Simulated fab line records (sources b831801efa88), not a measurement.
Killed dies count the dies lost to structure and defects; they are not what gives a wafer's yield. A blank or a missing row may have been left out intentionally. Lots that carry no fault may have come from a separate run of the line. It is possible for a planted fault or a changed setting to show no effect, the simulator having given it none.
fab line records || flow sky130
record: {"lots": 6, "wafers": 18, "last-day": 50}
route steps=708 shown LDD_HVP@288 LDD_LDN@289 PAD_OPEN@708
lots untouched by any fault: they come from a run of this same line in which no faults occurred
start-h: start of the lot's first displayed wafer, in hours after the record's first day || wait-h: hours from the lot's prior step to this one || " unchanged from the row above || L1.1+2: one row covering several wafers at once || - no value, or no start was given || * or withheld: withheld || < > ~ a bound
route shown NAME@n: names a module that has steps shown in the file, with the first one's number in the route || usual: the fault-free wafers' mean and standard deviation || same: alike in all rows || chamber/n: place in a boat || sites: the reading at each site || _std_site: their standard deviation || _edge_site: inner sites' mean taken away from outer sites' mean || radius-mm: for every site, how far away it sits from the centre of the wafer || mask NAME#n: copy n || behind: the last tool/chamber to shape the wafer || hold: reason for holding the lot/hours on hold/outcome of the hold || device: names the non-switching transistor (n, p or np) || end of line: the tests these same wafers got at the end of their route || a step given without rows: its recipe and nothing more || killed: dies that structure and defects cost at the first sort, which is not the same as the wafer's yield || map: per-die view of a wafer (x killed, . not killed, _ where there is no die)
set.NAME: the setting as run; set.NAME@STEP: as run at that earlier step || model.NAME: the simulator's own value behind a step, which no gauge read
a table for each step, a row for each wafer; lots at some steps of the route
services: from which hour (start-h, from the record's first day; less than 0 if before it) a tool's chamber was out of use, for how many hours, and why
== steps ==
step: SKY_LDD_HVP_TW_MEAS_10
usual: {"LDD_HVP_TW": "458/5.4"}
{"lot.wafer": "L601.1", "tool": "film-metro-01", "chamber": "-", "start-h": 549.75, "wait-h": 0.1, "LDD_HVP_TW": 462}
{"lot.wafer": "L601.3", "tool": "film-metro-01", "chamber": "-", "start-h": 549.75, "wait-h": 0.1, "LDD_HVP_TW": 464}
{"lot.wafer": "L601.5", "tool": "film-metro-01", "chamber": "-", "start-h": 549.75, "wait-h": 0.1, "LDD_HVP_TW": 462}
{"lot.wafer": "L603.1", "tool": "film-metro-01", "chamber": "-", "start-h": 567.75, "wait-h": 0.1, "LDD_HVP_TW": 464}
{"lot.wafer": "L603.4", "tool": "film-metro-01", "chamber": "-", "start-h": 567.75, "wait-h": 0.1, "LDD_HVP_TW": 464}
{"lot.wafer": "L603.6", "tool": "film-metro-01", "chamber": "-", "start-h": 567.75, "wait-h": 0.1, "LDD_HVP_TW": 467}
{"lot.wafer": "L602.2", "tool": "film-metro-01", "chamber": "-", "start-h": 569.76, "wait-h": 0.1, "LDD_HVP_TW": 464}
{"lot.wafer": "L602.3", "tool": "film-metro-01", "chamber": "-", "start-h": 569.76, "wait-h": 0.1, "LDD_HVP_TW": 463}
{"lot.wafer": "L602.4", "tool": "film-metro-01", "chamber": "-", "start-h": 569.76, "wait-h": 0.1, "LDD_HVP_TW": 464}
{"lot.wafer": "L604.1", "tool": "film-metro-03", "chamber": "-", "start-h": 579.75, "wait-h": 0.1, "LDD_HVP_TW": 452}
{"lot.wafer": "L604.3", "tool": "film-metro-03", "chamber": "-", "start-h": 579.75, "wait-h": 0.1, "LDD_HVP_TW": 452}
{"lot.wafer": "L604.6", "tool": "film-metro-03", "chamber": "-", "start-h": 579.75, "wait-h": 0.1, "LDD_HVP_TW": 450}
{"lot.wafer": "L612.1", "tool": "film-metro-01", "chamber": "-", "start-h": 646.95, "wait-h": 0.1, "LDD_HVP_TW": 460}
{"lot.wafer": "L612.2", "tool": "film-metro-01", "chamber": "-", "start-h": 646.95, "wait-h": 0.1, "LDD_HVP_TW": 463}
{"lot.wafer": "L612.6", "tool": "film-metro-01", "chamber": "-", "start-h": 646.95, "wait-h": 0.1, "LDD_HVP_TW": 461}
{"lot.wafer": "L615.3", "tool": "film-metro-01", "chamber": "-", "start-h": 674.52, "wait-h": 0.1, "LDD_HVP_TW": 462}
{"lot.wafer": "L615.5", "tool": "film-metro-01", "chamber": "-", "start-h": 674.52, "wait-h": 0.1, "LDD_HVP_TW": 463}
{"lot.wafer": "L615.6", "tool": "film-metro-01", "chamber": "-", "start-h": 674.52, "wait-h": 0.1, "LDD_HVP_TW": 463}
step: SKY_LDD_LDN_DEHYDRATE_00
recipe: {"temp-c": 200, "time-s": 60}
step: SKY_LDD_LDN_HMDS_01
recipe: {"prime-time-s": 60, "prime-temp-c": 120}
step: SKY_LDD_LDN_COAT_02
recipe: {"resist": "NOVOLAK", "spin-rpm": 3000, "resist-thk-nm": 1140}
step: SKY_LDD_LDN_SOFTBAKE_03
recipe: {"temp-c": 90, "time-s": 60, "resist": "NOVOLAK"}
step: SKY_LDD_LDN_EXPOSE_04
recipe: {"mask-id": "LDNTM", "na": 0.6, "source-shape": "conventional", "sigma-outer": 0.6, "polarization": "unpolarized", "target-cd-nm": 700, "dose-mj": 140}
step: SKY_LDD_LDN_PEB_05
recipe: {"temp-c": "withheld", "time-s": "*", "resist": "NOVOLAK"}
step: SKY_LDD_LDN_DEVELOP_06
recipe: {"resist": "NOVOLAK", "developer": "TMAH", "develop-time-s": 60, "dev-temp-c": 23}
step: SKY_LDD_LDN_OVL_MEAS_07
usual: {"LDD_LDN_OVL": "-0.5/1.2"}
{"lot.wafer": "L601.1", "tool": "overlay-01", "chamber": "-", "start-h": 579.39, "wait-h": 0.1, "LDD_LDN_OVL[nm]": 0.1}
{"lot.wafer": "L601.3", "tool": "overlay-01", "chamber": "-", "start-h": 579.39, "wait-h": 0.1, "LDD_LDN_OVL[nm]": 0.9}
{"lot.wafer": "L601.5", "tool": "overlay-01", "chamber": "-", "start-h": 579.39, "wait-h": 0.1, "LDD_LDN_OVL[nm]": 1.4}
{"lot.wafer": "L603.1", "tool": "overlay-02", "chamber": "-", "start-h": 596.98, "wait-h": 0.1, "LDD_LDN_OVL[nm]": 1.4}
{"lot.wafer": "L603.4", "tool": "overlay-02", "chamber": "-", "start-h": 596.98, "wait-h": 0.1, "LDD_LDN_OVL[nm]": 0.6}
{"lot.wafer": "L603.6", "tool": "overlay-02", "chamber": "-", "start-h": 596.98, "wait-h": 0.1, "LDD_LDN_OVL[nm]": 0.7}
{"lot.wafer": "L602.2", "tool": "overlay-02", "chamber": "-", "start-h": 599.19, "wait-h": 0.1, "LDD_LDN_OVL[nm]": -1.3}
{"lot.wafer": "L602.3", "tool": "overlay-02", "chamber": "-", "start-h": 599.19, "wait-h": 0.1, "LDD_LDN_OVL[nm]": -2.0}
{"lot.wafer": "L602.4", "tool": "overlay-02", "chamber": "-", "start-h": 599.19, "wait-h": 0.1, "LDD_LDN_OVL[nm]": -2.9}
{"lot.wafer": "L604.1", "tool": "overlay-02", "chamber": "-", "start-h": 609.26, "wait-h": 0.1, "LDD_LDN_OVL[nm]": 1.1}
{"lot.wafer": "L604.3", "tool": "overlay-02", "chamber": "-", "start-h": 609.26, "wait-h": 0.1, "LDD_LDN_OVL[nm]": 0.0}
{"lot.wafer": "L604.6", "tool": "overlay-02", "chamber": "-", "start-h": 609.26, "wait-h": 0.1, "LDD_LDN_OVL[nm]": 0.7}
{"lot.wafer": "L612.1", "tool": "overlay-01", "chamber": "-", "start-h": 675.06, "wait-h": 0.1, "LDD_LDN_OVL[nm]": 0.7}
{"lot.wafer": "L612.2", "tool": "overlay-01", "chamber": "-", "start-h": 675.06, "wait-h": 0.1, "LDD_LDN_OVL[nm]": -1.0}
{"lot.wafer": "L612.6", "tool": "overlay-01", "chamber": "-", "start-h": 675.06, "wait-h": 0.1, "LDD_LDN_OVL[nm]": -0.8}
{"lot.wafer": "L615.3", "tool": "overlay-01", "chamber": "-", "start-h": 703.18, "wait-h": 0.1, "LDD_LDN_OVL[nm]": 0.2}
{"lot.wafer": "L615.5", "tool": "overlay-01", "chamber": "-", "start-h": 703.18, "wait-h": 0.1, "LDD_LDN_OVL[nm]": -1.2}
{"lot.wafer": "L615.6", "tool": "overlay-01", "chamber": "-", "start-h": 703.18, "wait-h": 0.1, "LDD_LDN_OVL[nm]": -1.2}
step: SKY_LDD_LDN_IMPLANT_08
recipe: {"species": "As", "energy-kev": 15, "dose-cm2": 1.25e+13, "tilt-deg": "withheld", "rotation-deg": 23}
step: SKY_LDD_LDN_IMPLANT_09
recipe: {"species": "As", "energy-kev": 15, "dose-cm2": 1.25e+13, "tilt-deg": "withheld", "rotation-deg": 113}
step: SKY_LDD_LDN_IMPLANT_10
recipe: {"species": "As", "energy-kev": 15, "dose-cm2": 1.25e+13, "tilt-deg": "withheld", "rotation-deg": 203}
step: SKY_LDD_LDN_IMPLANT_11
recipe: {"species": "As", "energy-kev": 15, "dose-cm2": 1.25e+13, "tilt-deg": "withheld", "rotation-deg": 293}
usual: {"beam-energy-keV": "14.999/0.0044", "beam-on-s": "10.00/0.18"}
{"lot.wafer": "L601.1", "tool": "implanter-01", "chamber": 0, "start-h": 579.87, "wait-h": 0.1, "beam-energy-keV": 15.001, "beam-on-s": 9.79, "model.implant.rp-nm": 12.86, "model.implant.drp-nm": 5.933}
{"lot.wafer": "L601.3", "tool": "implanter-01", "chamber": 0, "start-h": 579.87, "wait-h": 0.1, "beam-energy-keV": 15.002, "beam-on-s": 9.95, "model.implant.rp-nm": 12.86, "model.implant.drp-nm": 5.933}
{"lot.wafer": "L601.5", "tool": "implanter-01", "chamber": 0, "start-h": 579.87, "wait-h": 0.1, "beam-energy-keV": 14.995, "beam-on-s": 10.05, "model.implant.rp-nm": 12.86, "model.implant.drp-nm": 5.933}
{"lot.wafer": "L603.1", "tool": "implanter-01", "chamber": 0, "start-h": 597.47, "wait-h": 0.1, "beam-energy-keV": 16.143, "beam-on-s": 9.83, "model.implant.rp-nm": 13.24, "model.implant.drp-nm": 6.233}
{"lot.wafer": "L603.4", "tool": "implanter-01", "chamber": 0, "start-h": 597.47, "wait-h": 0.1, "beam-energy-keV": 16.144, "beam-on-s": 9.94, "model.implant.rp-nm": 13.24, "model.implant.drp-nm": 6.233}
{"lot.wafer": "L603.6", "tool": "implanter-01", "chamber": 0, "start-h": 597.47, "wait-h": 0.1, "beam-energy-keV": 16.147, "beam-on-s": 10.23, "model.implant.rp-nm": 13.24, "model.implant.drp-nm": 6.233}
{"lot.wafer": "L602.2", "tool": "implanter-04", "chamber": 0, "start-h": 599.70, "wait-h": 0.1, "beam-energy-keV": 15.005, "beam-on-s": 9.76, "model.implant.rp-nm": 12.76, "model.implant.drp-nm": 5.933}
{"lot.wafer": "L602.3", "tool": "implanter-04", "chamber": 0, "start-h": 599.70, "wait-h": 0.1, "beam-energy-keV": 15.010, "beam-on-s": 9.76, "model.implant.rp-nm": 12.76, "model.implant.drp-nm": 5.933}
{"lot.wafer": "L602.4", "tool": "implanter-04", "chamber": 0, "start-h": 599.70, "wait-h": 0.1, "beam-energy-keV": 15.003, "beam-on-s": 9.85, "model.implant.rp-nm": 12.76, "model.implant.drp-nm": 5.933}
{"lot.wafer": "L604.1", "tool": "implanter-01", "chamber": 0, "start-h": 609.75, "wait-h": 0.1, "beam-energy-keV": 16.144, "beam-on-s": 10.05, "model.implant.rp-nm": 13.62, "model.implant.drp-nm": 6.233}
{"lot.wafer": "L604.3", "tool": "implanter-01", "chamber": 0, "start-h": 609.75, "wait-h": 0.1, "beam-energy-keV": 16.138, "beam-on-s": 10.15, "model.implant.rp-nm": 13.62, "model.implant.drp-nm": 6.233}
{"lot.wafer": "L604.6", "tool": "implanter-01", "chamber": 0, "start-h": 609.75, "wait-h": 0.1, "beam-energy-keV": 16.140, "beam-on-s": 9.97, "model.implant.rp-nm": 13.62, "model.implant.drp-nm": 6.233}
{"lot.wafer": "L612.1", "tool": "implanter-01", "chamber": 0, "start-h": 675.55, "wait-h": 0.1, "beam-energy-keV": 14.996, "beam-on-s": 10.20, "model.implant.rp-nm": 12.9, "model.implant.drp-nm": 5.933}
{"lot.wafer": "L612.2", "tool": "implanter-01", "chamber": 0, "start-h": 675.55, "wait-h": 0.1, "beam-energy-keV": 14.997, "beam-on-s": 9.98, "model.implant.rp-nm": 12.9, "model.implant.drp-nm": 5.933}
{"lot.wafer": "L612.6", "tool": "implanter-01", "chamber": 0, "start-h": 675.55, "wait-h": 0.1, "beam-energy-keV": 14.992, "beam-on-s": 9.92, "model.implant.rp-nm": 12.9, "model.implant.drp-nm": 5.933}
{"lot.wafer": "L615.3", "tool": "implanter-01", "chamber": 0, "start-h": 703.70, "wait-h": 0.1, "beam-energy-keV": 14.996, "beam-on-s": 9.86, "model.implant.rp-nm": 12.76, "model.implant.drp-nm": 5.933}
{"lot.wafer": "L615.5", "tool": "implanter-01", "chamber": 0, "start-h": 703.70, "wait-h": 0.1, "beam-energy-keV": 14.998, "beam-on-s": 9.90, "model.implant.rp-nm": 12.76, "model.implant.drp-nm": 5.933}
{"lot.wafer": "L615.6", "tool": "implanter-01", "chamber": 0, "start-h": 703.70, "wait-h": 0.1, "beam-energy-keV": 14.991, "beam-on-s": 9.95, "model.implant.rp-nm": 12.76, "model.implant.drp-nm": 5.933}
step: SKY_LDD_LDN_STRIP_12
recipe: {"chemistry": "O2/N2", "power-w": 1400, "pressure-mtorr": 1500, "platen-temp-c": "withheld", "o2-flow-sccm": 3000, "n2-flow-sccm": 300, "overash-fraction": 0.5}
usual: {"drypump-motor-current-A": "6.0/0.44", "oes-product-au": "0.715/0.005", "strip-time-to-endpoint-s": "14.19/0.038"}
{"lot.wafer": "L601.1", "tool": "plasma-asher-01", "chamber": 1, "start-h": 580.02, "wait-h": 0.1, "drypump-motor-current-A": 6.5, "oes-product-au": 0.716, "rf-hours-counter-h": 47, "strip-time-to-endpoint-s": 14.20}
{"lot.wafer": "L601.3", "tool": "plasma-asher-01", "chamber": 1, "start-h": 580.02, "wait-h": 0.1, "drypump-motor-current-A": 6.5, "oes-product-au": 0.718, "rf-hours-counter-h": "-", "strip-time-to-endpoint-s": 14.18}
{"lot.wafer": "L601.5", "tool": "plasma-asher-01", "chamber": 0, "start-h": 580.02, "wait-h": 0.1, "drypump-motor-current-A": 6.2, "oes-product-au": 0.717, "rf-hours-counter-h": "-", "strip-time-to-endpoint-s": 14.17}
{"lot.wafer": "L603.1", "tool": "plasma-asher-01", "chamber": 1, "start-h": 597.62, "wait-h": 0.1, "drypump-motor-current-A": 6.5, "oes-product-au": 0.715, "rf-hours-counter-h": 49, "strip-time-to-endpoint-s": 14.21}
{"lot.wafer": "L603.4", "tool": "plasma-asher-01", "chamber": 0, "start-h": 597.62, "wait-h": 0.1, "drypump-motor-current-A": 6.3, "oes-product-au": 0.722, "rf-hours-counter-h": "-", "strip-time-to-endpoint-s": 14.20}
{"lot.wafer": "L603.6", "tool": "plasma-asher-01", "chamber": 0, "start-h": 597.62, "wait-h": 0.1, "drypump-motor-current-A": 6.3, "oes-product-au": 0.715, "rf-hours-counter-h": "-", "strip-time-to-endpoint-s": 14.16}
{"lot.wafer": "L602.2", "tool": "plasma-asher-01", "chamber": 0, "start-h": 599.82, "wait-h": 0.1, "drypump-motor-current-A": 6.3, "oes-product-au": 0.715, "rf-hours-counter-h": 49, "strip-time-to-endpoint-s": 14.28}
{"lot.wafer": "L602.3", "tool": "plasma-asher-01", "chamber": 1, "start-h": 599.82, "wait-h": 0.1, "drypump-motor-current-A": 6.5, "oes-product-au": 0.715, "rf-hours-counter-h": "-", "strip-time-to-endpoint-s": 14.22}
{"lot.wafer": "L602.4", "tool": "plasma-asher-01", "chamber": 0, "start-h": 599.82, "wait-h": 0.1, "drypump-motor-current-A": 6.3, "oes-product-au": 0.713, "rf-hours-counter-h": "-", "strip-time-to-endpoint-s": 14.24}
{"lot.wafer": "L604.1", "tool": "plasma-asher-01", "chamber": 1, "start-h": 609.90, "wait-h": 0.1, "drypump-motor-current-A": 6.5, "oes-product-au": 0.713, "rf-hours-counter-h": 50, "strip-time-to-endpoint-s": 14.18}
{"lot.wafer": "L604.3", "tool": "plasma-asher-01", "chamber": 0, "start-h": 609.90, "wait-h": 0.1, "drypump-motor-current-A": 6.3, "oes-product-au": 0.722, "rf-hours-counter-h": "-", "strip-time-to-endpoint-s": 14.19}
{"lot.wafer": "L604.6", "tool": "plasma-asher-01", "chamber": 1, "start-h": 609.90, "wait-h": 0.1, "drypump-motor-current-A": 6.5, "oes-product-au": 0.716, "rf-hours-counter-h": "-", "strip-time-to-endpoint-s": 14.21}
{"lot.wafer": "L612.1", "tool": "plasma-asher-01", "chamber": 0, "start-h": 675.70, "wait-h": 0.1, "drypump-motor-current-A": 6.3, "oes-product-au": 0.718, "rf-hours-counter-h": 56, "strip-time-to-endpoint-s": 14.13}
{"lot.wafer": "L612.2", "tool": "plasma-asher-01", "chamber": 1, "start-h": 675.70, "wait-h": 0.1, "drypump-motor-current-A": 6.5, "oes-product-au": 0.720, "rf-hours-counter-h": 56, "strip-time-to-endpoint-s": 14.12}
{"lot.wafer": "L612.6", "tool": "plasma-asher-01", "chamber": 0, "start-h": 675.70, "wait-h": 0.1, "drypump-motor-current-A": 6.3, "oes-product-au": 0.723, "rf-hours-counter-h": "-", "strip-time-to-endpoint-s": 14.16}
{"lot.wafer": "L615.3", "tool": "plasma-asher-01", "chamber": 1, "start-h": 703.83, "wait-h": 0.1, "drypump-motor-current-A": 6.5, "oes-product-au": 0.703, "rf-hours-counter-h": "-", "strip-time-to-endpoint-s": 14.18}
{"lot.wafer": "L615.5", "tool": "plasma-asher-01", "chamber": 1, "start-h": 703.83, "wait-h": 0.1, "drypump-motor-current-A": 6.5, "oes-product-au": 0.725, "rf-hours-counter-h": "-", "strip-time-to-endpoint-s": 14.19}
{"lot.wafer": "L615.6", "tool": "plasma-asher-01", "chamber": 0, "start-h": 703.83, "wait-h": 0.1, "drypump-motor-current-A": 6.3, "oes-product-au": 0.719, "rf-hours-counter-h": "-", "strip-time-to-endpoint-s": 14.18}
step: SKY_PAD_OPEN_PROBE_99
usual: {"killed_at_M0_to_M3": "42/6.6", "killed_at_M4_up": "3.1/1.9", "killed-at-contacts": "25/5.7", "killed-at-front-end": "16/5", "killed-at-other": "0.2/0.38", "killed-dies": "86/9.6", "killed-open": "47/7.2", "killed-short": "39/6.2"}
same: {"gross-dies": 492, "killed-at-back-side": 0}
{"lot.wafer": "L602.2", "tool": "prober-01", "chamber": "-", "start-h": 1128.63, "wait-h": 0.1, "killed_at_M0_to_M3": 43, "killed_at_M4_up": 5, "killed-at-contacts": 23, "killed-at-front-end": 17, "killed-at-other": 0, "killed-dies": 88, "killed-open": 46, "killed-short": 42}
{"lot.wafer": "L602.3", "tool": "prober-01", "chamber": "-", "start-h": 1128.68, "wait-h": 0.2, "killed_at_M0_to_M3": 50, "killed_at_M4_up": 2, "killed-at-contacts": 23, "killed-at-front-end": 25, "killed-at-other": 0, "killed-dies": 100, "killed-open": 54, "killed-short": 46}
{"lot.wafer": "L602.4", "tool": "prober-01", "chamber": "-", "start-h": 1128.73, "wait-h": 0.2, "killed_at_M0_to_M3": 43, "killed_at_M4_up": 3, "killed-at-contacts": 22, "killed-at-front-end": 17, "killed-at-other": 0, "killed-dies": 85, "killed-open": 45, "killed-short": 40}
{"lot.wafer": "L603.1", "tool": "prober-02", "chamber": "-", "start-h": 1130.08, "wait-h": 0.1, "killed_at_M0_to_M3": 50, "killed_at_M4_up": 4, "killed-at-contacts": 30, "killed-at-front-end": 25, "killed-at-other": 0, "killed-dies": 109, "killed-open": 58, "killed-short": 51}
{"lot.wafer": "L603.4", "tool": "prober-02", "chamber": "-", "start-h": 1130.23, "wait-h": 0.2, "killed_at_M0_to_M3": 37, "killed_at_M4_up": 5, "killed-at-contacts": 22, "killed-at-front-end": 17, "killed-at-other": 0, "killed-dies": 81, "killed-open": 39, "killed-short": 42}
{"lot.wafer": "L603.6", "tool": "prober-02", "chamber": "-", "start-h": 1130.33, "wait-h": 0.2, "killed_at_M0_to_M3": 37, "killed_at_M4_up": 4, "killed-at-contacts": 19, "killed-at-front-end": 14, "killed-at-other": 0, "killed-dies": 74, "killed-open": 38, "killed-short": 36}
{"lot.wafer": "L612.1", "tool": "prober-01", "chamber": "-", "start-h": 1178.66, "wait-h": 0.1, "killed_at_M0_to_M3": 38, "killed_at_M4_up": 5, "killed-at-contacts": 20, "killed-at-front-end": 14, "killed-at-other": 0, "killed-dies": 77, "killed-open": 47, "killed-short": 30}
{"lot.wafer": "L612.2", "tool": "prober-01", "chamber": "-", "start-h": 1178.71, "wait-h": 0.1, "killed_at_M0_to_M3": 38, "killed_at_M4_up": 1, "killed-at-contacts": 28, "killed-at-front-end": 15, "killed-at-other": 0, "killed-dies": 82, "killed-open": 44, "killed-short": 38}
{"lot.wafer": "L612.6", "tool": "prober-01", "chamber": "-", "start-h": 1178.91, "wait-h": 0.2, "killed_at_M0_to_M3": 42, "killed_at_M4_up": 3, "killed-at-contacts": 19, "killed-at-front-end": 20, "killed-at-other": 1, "killed-dies": 85, "killed-open": 46, "killed-short": 39}
killed by level:class
L602.2 LI_CONTACT:geometric-particle:open=14 VIA1:geometric-particle:open=10 VIA2:geometric-particle:open=7 METAL1:geometric-particle:short=6 FIELD_ISO:geometric-particle:short=5 METAL2:geometric-particle:short=5 METAL4:geometric-particle:short=5 VIA3:geometric-particle:open=4
L602.3 CONTACT:geometric-particle:open=9 VIA3:geometric-particle:open=9 VIA1:geometric-particle:open=8 METAL2:geometric-particle:short=7 POLY_GATE:geometric-particle:open=6 POLY_GATE:geometric-particle:short=5 LI_CONTACT:geometric-particle:open=5 CONTACT:geometric-particle:short=5
L602.4 METAL2:geometric-particle:short=11 CONTACT:geometric-particle:open=9 VIA1:geometric-particle:open=8 LI_CONTACT:geometric-particle:open=7 POLY_GATE:geometric-particle:short=5 METAL1:geometric-particle:short=5 VIA2:geometric-particle:open=4 VIA3:geometric-particle:open=4
L603.1 POLY_GATE:geometric-particle:short=12 VIA1:geometric-particle:open=12 CONTACT:geometric-particle:open=10 LI_CONTACT:geometric-particle:open=8 VIA2:geometric-particle:open=8 FIELD_ISO:geometric-particle:short=7 METAL1:geometric-particle:short=7 LI_CONTACT:geometric-particle:short=5
L603.4 VIA1:geometric-particle:open=9 METAL1:geometric-particle:short=7 POLY_GATE:geometric-particle:short=7 CONTACT:geometric-particle:short=6 CONTACT:geometric-particle:open=6 VIA3:geometric-particle:open=6 LI_CONTACT:geometric-particle:open=5 LOCAL_INTERCONNECT:geometric-particle:short=5
L603.6 VIA1:geometric-particle:open=13 CONTACT:geometric-particle:short=6 FIELD_ISO:geometric-particle:short=5 CONTACT:geometric-particle:open=5 VIA3:geometric-particle:short=5 LI_CONTACT:geometric-particle:open=4 FIELD_ISO:geometric-particle:open=3 POLY_GATE:geometric-particle:short=3
L612.1 CONTACT:geometric-particle:open=14 VIA1:geometric-particle:open=10 VIA2:geometric-particle:open=6 VIA1:geometric-particle:short=5 VIA3:geometric-particle:open=4 FIELD_ISO:geometric-particle:open=3 FIELD_ISO:geometric-particle:short=3 METAL4:geometric-particle:short=3
L612.2 VIA1:geometric-particle:open=10 CONTACT:geometric-particle:short=8 VIA3:geometric-particle:open=8 CONTACT:geometric-particle:open=7 LI_CONTACT:geometric-particle:open=6 LOCAL_INTERCONNECT:geometric-particle:short=6 FIELD_ISO:geometric-particle:short=5 METAL1:geometric-particle:short=5
L612.6 VIA1:geometric-particle:open=9 METAL2:geometric-particle:short=7 LI_CONTACT:geometric-particle:open=6 CONTACT:geometric-particle:open=6 POLY_GATE:geometric-particle:open=5 METAL1:geometric-particle:open=5 FIELD_ISO:geometric-particle:open=4 POLY_GATE:geometric-particle:short=4
== services ==
{"tool": "implanter-04", "chamber": "-", "start-h": 556.03, "hours": 6.3, "kind": "pm"}
{"tool": "implanter-04", "chamber": "-", "start-h": 570.14, "hours": 2.0, "kind": "repair"}
{"tool": "implanter-04", "chamber": "-", "start-h": 572.09, "hours": 3.3, "kind": "pm"}
{"tool": "implanter-01", "chamber": "-", "start-h": 602.30, "hours": 2.1, "kind": "repair"}
{"tool": "plasma-asher-01", "chamber": "-", "start-h": 671.89, "hours": 0.4, "kind": "repair"}
{"tool": "implanter-01", "chamber": "-", "start-h": 696.13, "hours": 2.4, "kind": "repair"}
== key ==
first-sign: {"step": "SKY_LDD_LDN_IMPLANT_11", "reading": "beam-energy-keV", "direction": "up", "sigmas": "99+", "usual": "*", "struck": "*"}
effect none on later readings
model-effect: {"step": "SKY_LDD_LDN_IMPLANT_11", "value": "implant.rp-nm", "without": 12.75, "struck": 13.43}
met-at SKY_LDD_LDN_IMPLANT_11
struck-wafers L603.1,L603.4,L603.6,L604.1,L604.3,L604.6
tester-left-out L603,L604
onset-between 579.87 597.47
fault: {"kind": "process-parameter-drift", "tool": "implanter-01", "chamber": "-", "onset-h": 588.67, "steps": "SKY_LDD_LDN_IMPLANT_11", "channel": "energy-kev", "offset": "*", "shape": "step", "end-h": 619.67, "acts-in": "*", "stated": "*"}
tester-left-out: of these lots the tester's yield and bins aren't shown, on N5 and GAA mostly nor the transistor test; their killed dies are dies lost to structure and defects alone, not to doping, threshold or leakage, so they don't give the yield
